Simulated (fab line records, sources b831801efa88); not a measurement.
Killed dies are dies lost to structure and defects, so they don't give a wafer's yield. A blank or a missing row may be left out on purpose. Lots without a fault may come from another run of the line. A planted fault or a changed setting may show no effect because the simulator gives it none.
A struck lot beside a sound one | flow sky130 | 18 steps out of a route of 708
Sound: wafers L191.2, L191.3, L191.5. Struck: wafers L194.1, L194.3, L194.4. The cause comes at the end.
At each step with rows: each side's tool, then ch and its chambers, then its first start. Under that, the readings that differ: sound wafers | struck wafers | difference of the means | sigmas: that difference in standard deviations of wafers without a fault.
alike: readings whose means differ by less than 2 such deviations, and words and numbers that are the same on both sides. not compared: withheld readings, readings that some wafer has no value for, bounds like >300 that may hide the same value, and numbers for which the record gives no deviation and whose values overlap.
The two part at a step that has a row with sigmas, a row that says differs or no value, or rows on one side only. Numbers that don't overlap but have no deviation are shown without sigmas and don't part them. A reading that every wafer of one side lacks parts them only if that side has two wafers or more.

first, 2 steps without rows for these wafers: SKY_GATE_OXIDE_CLEAN_00 (cleans in SC1/SC2, time 150 s); SKY_GATE_OXIDE_OXIDATION_01 (stabilise 600 s, purge 300 s, target thk 10.268 nm).
SKY_GATE_OXIDE_THK_MEAS_02:
  sound on film_metro-01, day 14 14:08; struck on film_metro-03, day 15 01:35
  alike: GATE_OXIDE_OXIDATION_00_THK
then, 7 steps without rows for these wafers: SKY_GATE_OXIDE_DEHYDRATE_03 (time 60 s); SKY_GATE_OXIDE_HMDS_04 (prime time 60 s); SKY_GATE_OXIDE_COAT_05 (resist thk 1140 nm); SKY_GATE_OXIDE_SOFTBAKE_06 (time 60 s); SKY_GATE_OXIDE_EXPOSE_07 (exposes mask LVOM, target cd 600 nm); SKY_GATE_OXIDE_PEB_08; SKY_GATE_OXIDE_DEVELOP_09 (develop time 60 s).
SKY_GATE_OXIDE_OVL_MEAS_10:
  sound on overlay-02, day 15 16:58; struck on overlay-01, day 16 05:01
  alike: GATE_OXIDE_OVL
then, 1 step without rows for these wafers: SKY_GATE_OXIDE_IMPLANT_11.
SKY_GATE_OXIDE_WET_ETCH_12: etches SiO2 in dHF, target depth 16.8 nm, time 336 s.
  sound on wet_bench-03 ch 3, day 15 17:09; struck on wet_bench-02 ch 2, day 16 05:12
  no value came back on the struck wafers for bath_heat_duty_pct (%), run_length_s (s), time_s (s); on the sound wafers bath_heat_duty_pct (%) reads 8.2 6.9 8.4
  reading                                    | sound             | struck            | difference | sigmas
  model.SiO2_of_FIELD_ISO_CVD_24.thk_nm (nm) | 366.6 365.9 366.4 | 383.8 383.3 383.6 | +17.3      |
SKY_GATE_OXIDE_STRIP_13: strips in O2/N2.
  sound on plasma_asher-03 ch 0,1, day 15 17:16; struck on plasma_asher-01 ch 0,1, day 16 05:19
  alike: drypump_motor_current_A, o2_flow_sccm, oes_product_au, strip_time_to_endpoint_s
  not compared: rf_hours_counter_h
SKY_GATE_OXIDE_TW_MEAS_14:
  sound on film_metro-03, day 15 17:22; struck on film_metro-01, day 16 05:25
  alike: GATE_OXIDE_TW
SKY_GATE_OXIDE_CLEAN_15: cleans in SC1/SC2, time 150 s.
  sound on wet_bench-01 ch 3, day 15 17:25; struck on wet_bench-01 ch 0, day 16 05:28
  reading                                    | sound             | struck            | difference | sigmas
  model.SiO2_of_FIELD_ISO_CVD_24.thk_nm (nm) | 365.9 365.2 365.8 | 383.1 382.6 382.9 | +17.2      |
then, 1 step without rows for these wafers: SKY_GATE_OXIDE_OXIDATION_16 (stabilise 600 s, purge 300 s, target thk 3.57 nm).
-- the record jumps here: 31 days lie between the struck wafers' starts before and after (it left off in module GATE_OXIDE and takes up again in module PAD_OPEN, whose first step shown is number 708 of the route) --
SKY_PAD_OPEN_PROBE_99:
  sound on prober-01, day 46 23:37; struck on prober-02, day 47 11:58
  reading             | sound    | struck                                                               | difference                   | sigmas
  hold                | - - -    | await_dispo/4.5h/scrap await_dispo/4.5h/scrap await_dispo/4.5h/scrap | no value on the sound wafers |
  killed_at_front_end | 11 10 14 | 429 418 431                                                          | +414                         | +99 or more
  killed_dies         | 85 71 75 | 492 492 492                                                          | +415                         | +43
  killed_on_rim       | 14 11 8  | 96 96 96                                                             | +85                          | +22
  alike: killed_at_M0_to_M3, killed_at_M4_up, killed_at_contacts, killed_at_other, killed_open, killed_short

WHERE THEY PART
First at SKY_GATE_OXIDE_WET_ETCH_12; last, within this record, at SKY_PAD_OPEN_PROBE_99.

WHY: what the simulator had put in
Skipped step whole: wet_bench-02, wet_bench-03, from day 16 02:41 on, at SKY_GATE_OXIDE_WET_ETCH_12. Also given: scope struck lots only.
